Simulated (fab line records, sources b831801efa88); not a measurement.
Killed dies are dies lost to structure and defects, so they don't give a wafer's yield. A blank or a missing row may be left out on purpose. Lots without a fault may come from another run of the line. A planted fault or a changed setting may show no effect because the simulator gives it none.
Which tool did it? | flow sky130 | 24 lots, 72 wafers sampled, at 6 steps of a route of 708

WHAT THE GAUGES READ, wafer by wafer
SKY_VIA1_CD_MEAS_12: target cd 150 nm. Usual: cd_nm 150.2 nm, standard deviation 1.7.
lot  | measured     | on        | cd_nm (nm)        | flag
L074 | day 34 08:46 | cd_sem-02 | 152.2 151.9 152.4 |
L075 | day 34 10:19 | cd_sem-01 | 152.3 151.6 150.3 |
L076 | day 34 16:31 | cd_sem-02 | 150.0 149.7 150.9 |
L077 | day 35 03:26 | cd_sem-02 | 152.0 152.4 151.9 |
L078 | day 35 15:43 | cd_sem-02 | 148.1 147.5 147.3 |
L079 | day 35 19:25 | cd_sem-01 | 149.9 147.8 149.7 |
L080 | day 35 19:46 | cd_sem-02 | 148.6 148.8 150.2 |
L081 | day 36 05:46 | cd_sem-02 | 150.4 149.3 150.0 |
L082 | day 36 16:17 | cd_sem-02 | 151.6 150.8 150.8 |
L083 | day 36 22:26 | cd_sem-02 | 147.9 148.5 148.9 |
L084 | day 37 05:05 | cd_sem-02 | 152.0 150.2 152.0 |
L085 | day 37 09:38 | cd_sem-01 | 149.7 150.3 148.8 |
L086 | day 37 16:14 | cd_sem-01 | 150.9 152.0 150.2 |
L089 | day 39 08:38 | cd_sem-01 | 148.0 149.1 147.3 |
L087 | day 39 10:33 | cd_sem-01 | 150.8 150.4 148.7 |
L088 | day 39 10:54 | cd_sem-01 | 151.4 151.4 151.7 |
L090 | day 39 11:01 | cd_sem-02 | 151.0 151.7 149.7 |
L091 | day 39 11:35 | cd_sem-01 | 149.7 149.1 148.4 |
L092 | day 39 14:18 | cd_sem-01 | 150.9 150.2 150.6 |
L093 | day 39 18:39 | cd_sem-02 | 148.8 148.0 149.0 |
L094 | day 39 22:53 | cd_sem-01 | 145.8 145.6 146.3 |
L095 | day 40 14:16 | cd_sem-02 | 153.2 151.2 152.6 |
L096 | day 40 20:22 | cd_sem-02 | 150.5 151.3 151.0 |
L097 | day 41 05:19 | cd_sem-02 | 151.1 150.3 150.0 |

SKY_CAPM_THK_MEAS_04: measures by xrf. Usual: CAPM_TIN_THK 198.7 nm, standard deviation 2.8.
lot  | measured     | on            | CAPM_TIN_THK (nm) | flag
L074 | day 36 18:53 | film_metro-01 | 193.9 197.1 193.4 |
L075 | day 36 20:30 | film_metro-04 | 203.4 203.2 204.0 |
L076 | day 37 01:58 | film_metro-04 | 201.6 197.0 202.8 |
L077 | day 37 12:51 | film_metro-01 | 194.0 194.9 197.7 |
L078 | day 37 23:49 | film_metro-01 | 199.2 197.2 193.7 |
L079 | day 38 05:10 | film_metro-01 | 197.5 200.0 198.9 |
L080 | day 38 05:27 | film_metro-03 | 201.9 193.2 194.6 |
L081 | day 38 14:58 | film_metro-01 | 198.0 196.7 199.0 |
L082 | day 38 23:34 | film_metro-04 | 204.1 202.4 199.3 |
L083 | day 39 07:29 | film_metro-03 | 199.1 198.8 195.4 |
L084 | day 39 13:14 | film_metro-01 | 196.3 199.1 195.9 |
L085 | day 39 18:34 | film_metro-04 | 198.0 194.6 199.9 |
L086 | day 40 00:12 | film_metro-01 | 199.7 201.2 201.9 |
L089 | day 41 15:04 | film_metro-04 | 195.9 200.7 194.3 |
L087 | day 41 18:10 | film_metro-03 | 198.2 199.4 198.7 |
L088 | day 41 18:28 | film_metro-04 | 200.3 196.4 201.3 |
L090 | day 41 18:46 | film_metro-04 | 192.9 200.0 201.7 |
L091 | day 41 19:58 | film_metro-04 | 198.2 196.8 201.1 |
L092 | day 41 21:20 | film_metro-04 | 200.0 199.9 194.6 |
L093 | day 42 00:11 | film_metro-01 | 199.6 198.4 201.6 |
L094 | day 42 04:31 | film_metro-03 | 201.6 197.0 199.9 |
L095 | day 42 20:50 | film_metro-01 | 196.4 199.1 200.4 |
L096 | day 43 02:11 | film_metro-01 | 199.0 193.7 197.9 |
L097 | day 43 09:52 | film_metro-01 | 201.9 200.8 199.0 |

SKY_METAL3_CD_MEAS_13: target cd 300 nm. Usual: cd_nm 299.8 nm, standard deviation 1.7.
lot  | measured     | on        | cd_nm (nm)        | flag
L074 | day 38 22:19 | cd_sem-02 | 300.2 300.1 299.7 |
L075 | day 38 23:45 | cd_sem-02 | 301.2 301.4 300.3 |
L076 | day 39 05:49 | cd_sem-01 | 300.9 301.1 302.4 |
L077 | day 39 16:27 | cd_sem-02 | 299.4 299.1 299.1 |
L078 | day 40 02:13 | cd_sem-02 | 297.3 298.1 298.7 |
L079 | day 40 06:47 | cd_sem-02 | 298.7 299.0 298.2 |
L080 | day 40 07:47 | cd_sem-01 | 302.5 300.1 301.4 |
L081 | day 40 17:34 | cd_sem-01 | 302.8 302.5 302.1 |
L082 | day 40 23:54 | cd_sem-01 | 300.6 301.9 301.5 |
L083 | day 41 09:41 | cd_sem-01 | 300.7 298.9 300.7 |
L084 | day 41 14:53 | cd_sem-02 | 300.6 300.4 300.2 |
L085 | day 41 19:41 | cd_sem-02 | 300.8 301.4 301.4 |
L086 | day 42 01:33 | cd_sem-01 | 298.1 297.8 297.9 |
L089 | day 43 14:56 | cd_sem-02 | 303.0 302.3 301.4 |
L087 | day 43 18:13 | cd_sem-01 | 296.1 298.2 296.0 |
L088 | day 43 18:34 | cd_sem-01 | 298.7 297.8 299.1 |
L090 | day 43 18:36 | cd_sem-02 | 299.0 298.2 297.9 |
L091 | day 43 19:37 | cd_sem-02 | 298.9 299.8 300.8 |
L092 | day 43 21:19 | cd_sem-02 | 300.4 299.5 299.1 |
L093 | day 43 22:55 | cd_sem-02 | 296.9 296.6 296.8 |
L094 | day 44 02:52 | cd_sem-02 | 299.3 299.2 299.1 |
L095 | day 44 20:26 | cd_sem-01 | 301.2 300.8 301.5 |
L096 | day 44 23:40 | cd_sem-01 | 298.0 298.3 296.9 |
L097 | day 45 06:45 | cd_sem-02 | 298.5 298.9 297.4 |

SKY_VIA3_OVL_MEAS_13. Usual: VIA3_OVL -2 nm, standard deviation 5.5.
lot  | measured     | on         | VIA3_OVL (nm) | flag
L074 | day 40 00:08 | overlay-02 | -1 9 -1       |
L075 | day 40 01:59 | overlay-01 | -4 -4 -2      |
L076 | day 40 07:26 | overlay-02 | 14 1 4        |
L077 | day 40 18:26 | overlay-01 | 3 1 0         |
L078 | day 41 04:32 | overlay-01 | -8 7 -7       |
L079 | day 41 09:08 | overlay-01 | -3 -1 -2      |
L080 | day 41 09:52 | overlay-02 | -5 0 -7       |
L081 | day 41 20:20 | overlay-01 | 5 6 8         |
L082 | day 42 02:02 | overlay-01 | -4 -10 -4     |
L083 | day 42 11:47 | overlay-02 | -5 -9 -10     |
L084 | day 42 16:56 | overlay-02 | -5 0 0        |
L085 | day 42 21:17 | overlay-02 | 2 -8 -5       |
L086 | day 43 03:20 | overlay-02 | 2 0 5         |
L089 | day 44 15:34 | overlay-02 | -6 2 -1       |
L087 | day 44 18:35 | overlay-01 | 2 -2 -5       |
L088 | day 44 19:07 | overlay-01 | -14 -5 -10    |
L090 | day 44 19:28 | overlay-01 | -2 9 -1       |
L091 | day 44 20:41 | overlay-01 | -8 0 3        |
L092 | day 44 21:26 | overlay-02 | -2 0 -9       |
L093 | day 44 22:52 | overlay-01 | -3 -10 7      |
L094 | day 45 02:41 | overlay-02 | -1 8 -3       |
L095 | day 45 20:14 | overlay-02 | -13 -10 -4    |
L096 | day 45 23:14 | overlay-02 | 4 -1 1        |
L097 | day 46 06:23 | overlay-02 | -1 -2 -5      |

WHICH TOOL RAN EACH LOT (tool, then ch and the chambers of the sampled wafers, then the start)
lot  | SKY_POLY_CUT_ETCH_10               | SKY_LI_CONTACT_SPUTTER_20
L074 | rie_diel-03 ch 0,2,3, day 24 08:43 | pvd_sputter-01, day 29 05:01
L075 | rie_diel-03 ch 0,3, day 24 17:05   | pvd_sputter-02, day 29 14:34
L076 | rie_diel-02 ch 1,2, day 25 01:58   | pvd_sputter-01, day 29 23:09
L077 | rie_diel-01 ch 0,2,3, day 25 16:02 | pvd_sputter-01, day 30 11:55
L078 | rie_diel-02 ch 0,1,2, day 26 04:37 | pvd_sputter-02, day 30 21:30
L079 | rie_diel-03 ch 0,2,3, day 26 07:18 | pvd_sputter-04, day 31 02:29
L080 | rie_diel-02 ch 0,2,3, day 26 09:16 | pvd_sputter-02, day 31 03:54
L081 | rie_diel-01 ch 2,3, day 26 19:49   | pvd_sputter-01, day 31 13:34
L082 | rie_diel-01 ch 0,1,2, day 27 06:18 | pvd_sputter-04, day 32 00:01
L083 | rie_diel-01 ch 0,3, day 27 14:31   | pvd_sputter-01, day 32 07:14
L084 | rie_diel-03 ch 1,2, day 27 17:18   | pvd_sputter-02, day 32 13:45
L085 | rie_diel-03 ch 0,2,3, day 28 03:52 | pvd_sputter-02, day 32 19:49
L086 | rie_diel-03 ch 0,1,3, day 28 09:51 | pvd_sputter-01, day 33 00:37
L089 | rie_diel-01 ch 0,1, day 30 05:37   | pvd_sputter-04, day 34 20:15
L087 | rie_diel-02 ch 0,1,2, day 30 05:55 | pvd_sputter-01, day 34 20:34
L088 | rie_diel-03 ch 0,1,2, day 30 06:04 | pvd_sputter-04, day 34 20:56
L090 | rie_diel-01 ch 1,2,3, day 30 06:11 | pvd_sputter-02, day 34 21:16
L091 | rie_diel-02 ch 0,1,2, day 30 06:25 | pvd_sputter-02, day 34 22:19
L092 | rie_diel-03 ch 0,1,2, day 30 11:34 | pvd_sputter-02, day 35 01:52
L093 | rie_diel-01 ch 0,3, day 30 15:36   | pvd_sputter-02, day 35 06:22
L094 | rie_diel-01 ch 0,1, day 30 22:22   | pvd_sputter-01, day 35 13:12
L095 | rie_diel-03 ch 0,1,2, day 31 07:34 | pvd_sputter-02, day 35 23:16
L096 | rie_diel-03 ch 1,2,3, day 31 18:49 | pvd_sputter-04, day 36 08:33
L097 | rie_diel-03 ch 0,1,3, day 32 04:54 | pvd_sputter-04, day 36 18:58
- SKY_POLY_CUT_ETCH_10: etches BARC in N2/H2, stops on SiO2, time 45.9 s, target depth 60 nm.
- SKY_LI_CONTACT_SPUTTER_20: material TiN, target thk 20 nm, time 80 s.

WHAT THE TOOLS THEMSELVES READ (means of the sampled wafers that have a number; where no wafer has one, the mark that the record gives instead)
SKY_POLY_CUT_ETCH_10. Usual: drypump_motor_current_A 5.6 A, standard deviation 0.48; oes_product_au 0.855 a.u., standard deviation 0.0047; throttle_valve_pct 13.225 %, standard deviation 0.0088.
lot  | tool        | drypump_motor_current_A (A) | oes_product_au (a.u.) | throttle_valve_pct (%) | flag
L074 | rie_diel-03 | 5.8                         | 0.857                 | 13.231                 |
L075 | rie_diel-03 | 5.7                         | 0.849                 | 13.226                 |
L076 | rie_diel-02 | 5.6                         | 0.853                 | 13.231                 |
L077 | rie_diel-01 | 5.5                         | 0.856                 | 13.225                 |
L078 | rie_diel-02 | 5.3                         | 0.857                 | 13.227                 |
L079 | rie_diel-03 | 5.8                         | 0.855                 | 13.220                 |
L080 | rie_diel-02 | 5.4                         | 0.858                 | 13.228                 |
L081 | rie_diel-01 | 5.4                         | 0.853                 | 13.230                 |
L082 | rie_diel-01 | 5.6                         | 0.855                 | 13.228                 |
L083 | rie_diel-01 | 5.1                         | 0.859                 | 13.216                 |
L084 | rie_diel-03 | 6.1                         | 0.858                 | 13.216                 |
L085 | rie_diel-03 | 5.8                         | 0.850                 | 13.224                 |
L086 | rie_diel-03 | 5.8                         | 0.853                 | 13.227                 |
L089 | rie_diel-01 | 5.4                         | 0.858                 | 13.222                 |
L087 | rie_diel-02 | 5.3                         | 0.857                 | 13.228                 |
L088 | rie_diel-03 | 5.8                         | 0.851                 | 13.219                 |
L090 | rie_diel-01 | 5.5                         | 0.853                 | 13.214                 |
L091 | rie_diel-02 | 5.3                         | 0.856                 | 13.223                 |
L092 | rie_diel-03 | 5.8                         | 0.853                 | 13.224                 |
L093 | rie_diel-01 | 5.3                         | 0.854                 | 13.222                 |
L094 | rie_diel-01 | 5.4                         | 0.854                 | 13.221                 |
L095 | rie_diel-03 | 5.8                         | 0.855                 | 13.227                 |
L096 | rie_diel-03 | 6.1                         | 0.857                 | 13.225                 |
L097 | rie_diel-03 | 5.8                         | 0.848                 | 13.235                 |

SKY_LI_CONTACT_SPUTTER_20. Usual: cathode_dc_power_W 4000.1 W, standard deviation 0.72; throttle_valve_pct 29.9 %, standard deviation 0.78.
lot  | tool           | cathode_dc_power_W (W) | throttle_valve_pct (%) | flag
L074 | pvd_sputter-01 | 4000.6                 | 29.1                   |
L075 | pvd_sputter-02 | 3999.8                 | 29.8                   |
L076 | pvd_sputter-01 | 3999.6                 | 29.1                   |
L077 | pvd_sputter-01 | 4000.3                 | 29.5                   |
L078 | pvd_sputter-02 | 4000.2                 | 30.7                   |
L079 | pvd_sputter-04 | 4000.2                 | 29.4                   |
L080 | pvd_sputter-02 | 4000.4                 | 30.2                   |
L081 | pvd_sputter-01 | 4000.1                 | 30.1                   |
L082 | pvd_sputter-04 | 4000.0                 | 30.0                   |
L083 | pvd_sputter-01 | 4000.3                 | 29.6                   |
L084 | pvd_sputter-02 | 4000.3                 | 30.1                   |
L085 | pvd_sputter-02 | 3999.8                 | 30.2                   |
L086 | pvd_sputter-01 | 3999.1                 | 29.8                   |
L089 | pvd_sputter-04 | 4000.6                 | 29.6                   |
L087 | pvd_sputter-01 | 4000.1                 | 29.8                   |
L088 | pvd_sputter-04 | 4000.2                 | 29.6                   |
L090 | pvd_sputter-02 | 4000.2                 | 30.6                   |
L091 | pvd_sputter-02 | 4000.1                 | 30.6                   |
L092 | pvd_sputter-02 | 3999.7                 | 30.2                   |
L093 | pvd_sputter-02 | 4000.0                 | 30.7                   |
L094 | pvd_sputter-01 | 4000.2                 | 29.2                   |
L095 | pvd_sputter-02 | 4000.9                 | 30.4                   |
L096 | pvd_sputter-04 | 3999.9                 | 29.3                   |
L097 | pvd_sputter-04 | 4000.7                 | 29.6                   |

THE ANSWER, worked out from the rows above alone
Rule: a lot is off if the mean of its wafers that have a number lies more than 3 standard deviations from the usual mean. A lot without any number at a reading at which 4 lots or more have one is off too. The other lots that the step has rows for count as sound. The gauges are gone through in route order, then the tools' own readings, and for those a lot's mean is taken as printed above. The first step at which some lot is off is used, and at that step the reading that is off furthest; a lot without a number counts as furthest.
No lot is off at any reading shown: from this, nothing can be told.

WHAT THE SIMULATOR HAD PUT IN
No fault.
